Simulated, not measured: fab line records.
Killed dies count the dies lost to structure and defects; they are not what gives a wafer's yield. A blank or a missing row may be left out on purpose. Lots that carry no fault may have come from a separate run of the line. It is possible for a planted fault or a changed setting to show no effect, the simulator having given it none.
Which tool did it? || flow sky130 || Sampling: 12 lots, 33 wafers, 5 of 708 route steps

## WHAT EACH GAUGE READ, for each wafer
SKY_SONOS_ONO_THK_MEAS_01.
{"lot": "L710", "measured": "day 11 17:41", "on": "film metro-01", "SONOS_ONO_OXIDATION_THK (nm)": "2.55 2.53 2.56"}
{"lot": "L711", "measured": "day 12 03:23", "on": "film metro-03", "SONOS_ONO_OXIDATION_THK (nm)": "2.64 2.61 2.60"}
{"lot": "L714", "measured": "day 13 03:13", "on": "film metro-04", "SONOS_ONO_OXIDATION_THK (nm)": "2.66 2.66 2.67"}
{"lot": "L716", "measured": "day 14 01:29", "on": "film metro-04", "SONOS_ONO_OXIDATION_THK (nm)": "2.68 2.66 2.69"}
{"lot": "L717", "measured": "day 14 08:30", "on": "film metro-01", "SONOS_ONO_OXIDATION_THK (nm)": "2.60 2.56 2.62"}
{"lot": "L719", "measured": "day 15 00:04", "on": "film metro-03", "SONOS_ONO_OXIDATION_THK (nm)": "2.48 2.57 2.61"}
{"lot": "L721", "measured": "day 15 08:37", "on": "film metro-01", "SONOS_ONO_OXIDATION_THK (nm)": "2.57 2.54 2.56"}
{"lot": "L722", "measured": "day 15 22:44", "on": "film metro-01", "SONOS_ONO_OXIDATION_THK (nm)": "2.64 2.68 2.68"}
{"lot": "L723", "measured": "day 16 01:20", "on": "film metro-01", "SONOS_ONO_OXIDATION_THK (nm)": "2.54 2.59 2.56"}
{"lot": "L728", "measured": "day 17 18:21", "on": "film metro-04", "SONOS_ONO_OXIDATION_THK (nm)": "2.67 2.68"}
{"lot": "L730", "measured": "day 18 23:38", "on": "film metro-01", "SONOS_ONO_OXIDATION_THK (nm)": "2.58 2.63"}
{"lot": "L731", "measured": "day 19 08:56", "on": "film metro-04", "SONOS_ONO_OXIDATION_THK (nm)": "2.65 2.63"}

SKY_GATE_OXIDE_TW_MEAS_14.
{"lot": "L710", "measured": "day 14 04:02", "on": "film metro-04", "GATE_OXIDE_TW": "222.6 222.0 221.4"}
{"lot": "L711", "measured": "day 14 15:13", "on": "film metro-02", "GATE_OXIDE_TW": "223.3 222.0 222.0"}
{"lot": "L714", "measured": "day 15 14:19", "on": "film metro-02", "GATE_OXIDE_TW": "219.8 220.6 220.5"}
{"lot": "L716", "measured": "day 16 12:49", "on": "film metro-03", "GATE_OXIDE_TW": "225.3 224.9 225.5"}
{"lot": "L717", "measured": "day 16 23:01", "on": "film metro-03", "GATE_OXIDE_TW": "224.4 224.2 224.8"}
{"lot": "L719", "measured": "day 17 14:34", "on": "film metro-04", "GATE_OXIDE_TW": "222.4 221.0 222.3"}
{"lot": "L721", "measured": "day 17 21:28", "on": "film metro-03", "GATE_OXIDE_TW": "224.0 222.5 223.8"}
{"lot": "L722", "measured": "day 18 14:46", "on": "film metro-03", "GATE_OXIDE_TW": "225.8 226.8 226.4"}
{"lot": "L723", "measured": "day 18 17:25", "on": "film metro-02", "GATE_OXIDE_TW": "222.3 222.1 223.2"}
{"lot": "L728", "measured": "day 20 12:19", "on": "film metro-02", "GATE_OXIDE_TW": "220.8 223.5"}
{"lot": "L730", "measured": "day 21 16:11", "on": "film metro-02", "GATE_OXIDE_TW": "223.5 223.7"}
{"lot": "L731", "measured": "day 22 04:28", "on": "film metro-03", "GATE_OXIDE_TW": "223.7 223.2"}

## WHICH TOOL RAN EACH LOT (tool, then ch and the chambers of the sampled wafers, then the start)
{"lot": "L710", "SKY_VT_ADJUST_PCH_STRIP_09": "plasma asher-03 ch 0,1, day 10 15:29", "SKY_SONOS_ONO_ETCH_15": "rie diel-03 ch 0,3, day 12 23:08", "SKY_SONOS_ONO_STRIP_17": "plasma asher-04 ch 0,1, day 12 23:14"}
{"lot": "L711", "SKY_VT_ADJUST_PCH_STRIP_09": "plasma asher-03 ch 0,1, day 11 00:40", "SKY_SONOS_ONO_ETCH_15": "rie diel-02 ch 2,3, day 13 10:58", "SKY_SONOS_ONO_STRIP_17": "plasma asher-01 ch 0,1, day 13 11:05"}
{"lot": "L714", "SKY_VT_ADJUST_PCH_STRIP_09": "plasma asher-03 ch 0,1, day 11 23:37", "SKY_SONOS_ONO_ETCH_15": "rie diel-03 ch 2,3, day 14 06:47", "SKY_SONOS_ONO_STRIP_17": "plasma asher-02 ch 1, day 14 06:53"}
{"lot": "L716", "SKY_VT_ADJUST_PCH_STRIP_09": "plasma asher-04 ch 0,1, day 12 18:29", "SKY_SONOS_ONO_ETCH_15": "rie diel-01 ch 0,2,3, day 15 05:29", "SKY_SONOS_ONO_STRIP_17": "plasma asher-02 ch 0,1, day 15 05:35"}
{"lot": "L717", "SKY_VT_ADJUST_PCH_STRIP_09": "plasma asher-02 ch 0,1, day 13 01:01", "SKY_SONOS_ONO_ETCH_15": "rie diel-02 ch 1,3, day 15 15:23", "SKY_SONOS_ONO_STRIP_17": "plasma asher-01 ch 0,1, day 15 15:29"}
{"lot": "L719", "SKY_VT_ADJUST_PCH_STRIP_09": "plasma asher-03 ch 0,1, day 13 17:01", "SKY_SONOS_ONO_ETCH_15": "rie diel-01 ch 0,2,3, day 16 05:36", "SKY_SONOS_ONO_STRIP_17": "plasma asher-02 ch 0,1, day 16 05:43"}
{"lot": "L721", "SKY_VT_ADJUST_PCH_STRIP_09": "plasma asher-02 ch 0,1, day 14 04:19", "SKY_SONOS_ONO_ETCH_15": "rie diel-03 ch 2,3, day 16 14:32", "SKY_SONOS_ONO_STRIP_17": "plasma asher-02 ch 0,1, day 16 14:38"}
{"lot": "L722", "SKY_VT_ADJUST_PCH_STRIP_09": "plasma asher-02 ch 0,1, day 14 16:46", "SKY_SONOS_ONO_ETCH_15": "rie diel-02 ch 0,2, day 17 06:00", "SKY_SONOS_ONO_STRIP_17": "plasma asher-04 ch 0,1, day 17 06:06"}
{"lot": "L723", "SKY_VT_ADJUST_PCH_STRIP_09": "plasma asher-03 ch 0,1, day 14 20:53", "SKY_SONOS_ONO_ETCH_15": "rie diel-01 ch 1,2,3, day 17 08:10", "SKY_SONOS_ONO_STRIP_17": "plasma asher-04 ch 0,1, day 17 08:16"}
{"lot": "L728", "SKY_VT_ADJUST_PCH_STRIP_09": "plasma asher-02 ch 0,1, day 16 10:16", "SKY_SONOS_ONO_ETCH_15": "rie diel-03 ch 0,3, day 19 02:11", "SKY_SONOS_ONO_STRIP_17": "plasma asher-04 ch 0,1, day 19 02:18"}
{"lot": "L730", "SKY_VT_ADJUST_PCH_STRIP_09": "plasma asher-03 ch 0,1, day 17 14:46", "SKY_SONOS_ONO_ETCH_15": "rie diel-03 ch 0,1, day 20 07:57", "SKY_SONOS_ONO_STRIP_17": "plasma asher-01 ch 0,1, day 20 08:07"}
{"lot": "L731", "SKY_VT_ADJUST_PCH_STRIP_09": "plasma asher-03 ch 0, day 18 01:05", "SKY_SONOS_ONO_ETCH_15": "rie diel-03 ch 2, day 20 18:23", "SKY_SONOS_ONO_STRIP_17": "plasma asher-01 ch 1, day 20 18:30"}
- SKY_VT_ADJUST_PCH_STRIP_09: strips in O2/N2.
- SKY_SONOS_ONO_ETCH_15: etches the open film in CHF3/O2, target depth 19.52 nm, time 7.8 s.
- SKY_SONOS_ONO_STRIP_17: strips in O2/N2.

## WHAT THE TOOLS THEMSELVES READ (means of the sampled wafers that have a number; where no wafer has one, the mark that the record gives instead)
SKY_VT_ADJUST_PCH_STRIP_09.
{"lot": "L710", "tool": "plasma asher-03", "drypump motor current A (A)": 5.64, "o2 flow sccm (sccm)": 3007, "oes product au (a.u.)": 0.726, "strip time to endpoint s (s)": 37.03}
{"lot": "L711", "tool": "plasma asher-03", "drypump motor current A (A)": 5.63, "o2 flow sccm (sccm)": 2999, "oes product au (a.u.)": 0.722, "strip time to endpoint s (s)": 37.04}
{"lot": "L714", "tool": "plasma asher-03", "drypump motor current A (A)": 5.62, "o2 flow sccm (sccm)": 3000, "oes product au (a.u.)": 0.722, "strip time to endpoint s (s)": 36.89}
{"lot": "L716", "tool": "plasma asher-04", "drypump motor current A (A)": 5.41, "o2 flow sccm (sccm)": 3005, "oes product au (a.u.)": 0.718, "strip time to endpoint s (s)": 36.96}
{"lot": "L717", "tool": "plasma asher-02", "drypump motor current A (A)": 5.57, "o2 flow sccm (sccm)": 3001, "oes product au (a.u.)": 0.723, "strip time to endpoint s (s)": 36.97}
{"lot": "L719", "tool": "plasma asher-03", "drypump motor current A (A)": 5.63, "o2 flow sccm (sccm)": 2999, "oes product au (a.u.)": 0.720, "strip time to endpoint s (s)": 37.03}
{"lot": "L721", "tool": "plasma asher-02", "drypump motor current A (A)": 5.44, "o2 flow sccm (sccm)": 2995, "oes product au (a.u.)": 0.724, "strip time to endpoint s (s)": 37.03}
{"lot": "L722", "tool": "plasma asher-02", "drypump motor current A (A)": 5.46, "o2 flow sccm (sccm)": 2997, "oes product au (a.u.)": 0.728, "strip time to endpoint s (s)": 36.86}
{"lot": "L723", "tool": "plasma asher-03", "drypump motor current A (A)": 5.64, "o2 flow sccm (sccm)": 3002, "oes product au (a.u.)": 0.718, "strip time to endpoint s (s)": 37.01}
{"lot": "L728", "tool": "plasma asher-02", "drypump motor current A (A)": 5.50, "o2 flow sccm (sccm)": 2996, "oes product au (a.u.)": 0.719, "strip time to endpoint s (s)": 36.98}
{"lot": "L730", "tool": "plasma asher-03", "drypump motor current A (A)": 5.66, "o2 flow sccm (sccm)": 2990, "oes product au (a.u.)": 0.720, "strip time to endpoint s (s)": 37.10}
{"lot": "L731", "tool": "plasma asher-03", "drypump motor current A (A)": 5.58, "o2 flow sccm (sccm)": 2998, "oes product au (a.u.)": 0.726, "strip time to endpoint s (s)": 36.86}

SKY_SONOS_ONO_ETCH_15.
{"lot": "L710", "tool": "rie diel-03", "drypump motor current A (A)": 5.9, "oes product au (a.u.)": 1.005, "throttle valve pct (%)": 8.816}
{"lot": "L711", "tool": "rie diel-02", "drypump motor current A (A)": 6.0, "oes product au (a.u.)": 1.012, "throttle valve pct (%)": 8.828}
{"lot": "L714", "tool": "rie diel-03", "drypump motor current A (A)": 5.5, "oes product au (a.u.)": 1.004, "throttle valve pct (%)": 8.826}
{"lot": "L716", "tool": "rie diel-01", "drypump motor current A (A)": 5.7, "oes product au (a.u.)": 0.995, "throttle valve pct (%)": 8.824}
{"lot": "L717", "tool": "rie diel-02", "drypump motor current A (A)": 6.4, "oes product au (a.u.)": 0.998, "throttle valve pct (%)": 8.828}
{"lot": "L719", "tool": "rie diel-01", "drypump motor current A (A)": 5.7, "oes product au (a.u.)": 0.986, "throttle valve pct (%)": 8.834}
{"lot": "L721", "tool": "rie diel-03", "drypump motor current A (A)": 5.5, "oes product au (a.u.)": 1.005, "throttle valve pct (%)": 8.831}
{"lot": "L722", "tool": "rie diel-02", "drypump motor current A (A)": 5.9, "oes product au (a.u.)": 0.988, "throttle valve pct (%)": 8.826}
{"lot": "L723", "tool": "rie diel-01", "drypump motor current A (A)": 5.6, "oes product au (a.u.)": 0.987, "throttle valve pct (%)": 8.821}
{"lot": "L728", "tool": "rie diel-03", "drypump motor current A (A)": 5.8, "oes product au (a.u.)": 1.211, "throttle valve pct (%)": 8.878}
{"lot": "L730", "tool": "rie diel-03", "drypump motor current A (A)": 5.5, "oes product au (a.u.)": 1.206, "throttle valve pct (%)": 8.864}
{"lot": "L731", "tool": "rie diel-03", "drypump motor current A (A)": 5.8, "oes product au (a.u.)": 1.234, "throttle valve pct (%)": 8.875}

SKY_SONOS_ONO_STRIP_17.
{"lot": "L710", "tool": "plasma asher-04", "drypump motor current A (A)": 5.5, "o2 flow sccm (sccm)": 3000, "oes product au (a.u.)": 0.709, "strip time to endpoint s (s)": 14.10}
{"lot": "L711", "tool": "plasma asher-01", "drypump motor current A (A)": 6.5, "o2 flow sccm (sccm)": 2994, "oes product au (a.u.)": 0.708, "strip time to endpoint s (s)": 14.06}
{"lot": "L714", "tool": "plasma asher-02", "drypump motor current A (A)": 5.7, "o2 flow sccm (sccm)": 2988, "oes product au (a.u.)": 0.712, "strip time to endpoint s (s)": 14.16}
{"lot": "L716", "tool": "plasma asher-02", "drypump motor current A (A)": 5.6, "o2 flow sccm (sccm)": 3012, "oes product au (a.u.)": 0.708, "strip time to endpoint s (s)": 14.04}
{"lot": "L717", "tool": "plasma asher-01", "drypump motor current A (A)": 6.5, "o2 flow sccm (sccm)": 2994, "oes product au (a.u.)": 0.710, "strip time to endpoint s (s)": 14.10}
{"lot": "L719", "tool": "plasma asher-02", "drypump motor current A (A)": 5.4, "o2 flow sccm (sccm)": 3000, "oes product au (a.u.)": 0.710, "strip time to endpoint s (s)": 14.10}
{"lot": "L721", "tool": "plasma asher-02", "drypump motor current A (A)": 5.4, "o2 flow sccm (sccm)": 3002, "oes product au (a.u.)": 0.708, "strip time to endpoint s (s)": 14.10}
{"lot": "L722", "tool": "plasma asher-04", "drypump motor current A (A)": 5.3, "o2 flow sccm (sccm)": 3004, "oes product au (a.u.)": 0.708, "strip time to endpoint s (s)": 14.06}
{"lot": "L723", "tool": "plasma asher-04", "drypump motor current A (A)": 5.5, "o2 flow sccm (sccm)": 2999, "oes product au (a.u.)": 0.710, "strip time to endpoint s (s)": 14.08}
{"lot": "L728", "tool": "plasma asher-04", "drypump motor current A (A)": 5.3, "o2 flow sccm (sccm)": 2992, "oes product au (a.u.)": 0.712, "strip time to endpoint s (s)": 14.08}
{"lot": "L730", "tool": "plasma asher-01", "drypump motor current A (A)": 6.5, "o2 flow sccm (sccm)": 2991, "oes product au (a.u.)": 0.710, "strip time to endpoint s (s)": 14.03}
{"lot": "L731", "tool": "plasma asher-01", "drypump motor current A (A)": 6.6, "o2 flow sccm (sccm)": 2998, "oes product au (a.u.)": 0.714, "strip time to endpoint s (s)": 13.95}

## THE ANSWER, worked out from the rows above alone
Rule: usual is defined by the lots themselves. The widest of any qualifying gaps counts: lots, ordered by their means at a reading, are off when they make up no more than a third of the lots, leave a main group of 4 or more, and stand apart from it by 3 or more times the standard deviation of that group's means. If all means in a main group match to the digits the tables above print for the reading, that group is not used. A lot without any number at a reading at which 4 lots or more have one is off too. Any other lot the step has rows for is counted as sound. First the gauges in route order, then the tools' own readings, where a lot's mean is used as printed above. The first step at which some lot is off is used, and at that step the reading that is off furthest; a lot without a number counts as furthest.
Off: L728, L730, L731 (SKY_SONOS_ONO_ETCH_15, oes product au). For the main group the mean is 0.998 a.u. and the standard deviation 0.0088.
If a tool, at that step or one of the process steps before it, ran each lot that is off and ran no sound lot following the first of them, it fits. One candidate fits, namely rie diel-03 at SKY_SONOS_ONO_ETCH_15. A fault onset in the window from L721 (day 16 14:32, its last sound lot) to L728 (day 19 02:11, its first lot off) fits.
The tool's own readings at SKY_SONOS_ONO_ETCH_15 bear it out: on the lots that are off they differ by more than 5 times the standard deviation of the sound lots' means. oes product au reads 1.217 a.u. there against 0.998 a.u. on the sound lots; throttle valve pct reads 8.872 % there against 8.826 % on the sound lots.

## WHAT HAD BEEN PUT IN BY THE SIMULATOR
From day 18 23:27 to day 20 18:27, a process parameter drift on rie diel-03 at SKY_SONOS_ONO_ETCH_15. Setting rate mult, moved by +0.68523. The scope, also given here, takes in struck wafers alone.
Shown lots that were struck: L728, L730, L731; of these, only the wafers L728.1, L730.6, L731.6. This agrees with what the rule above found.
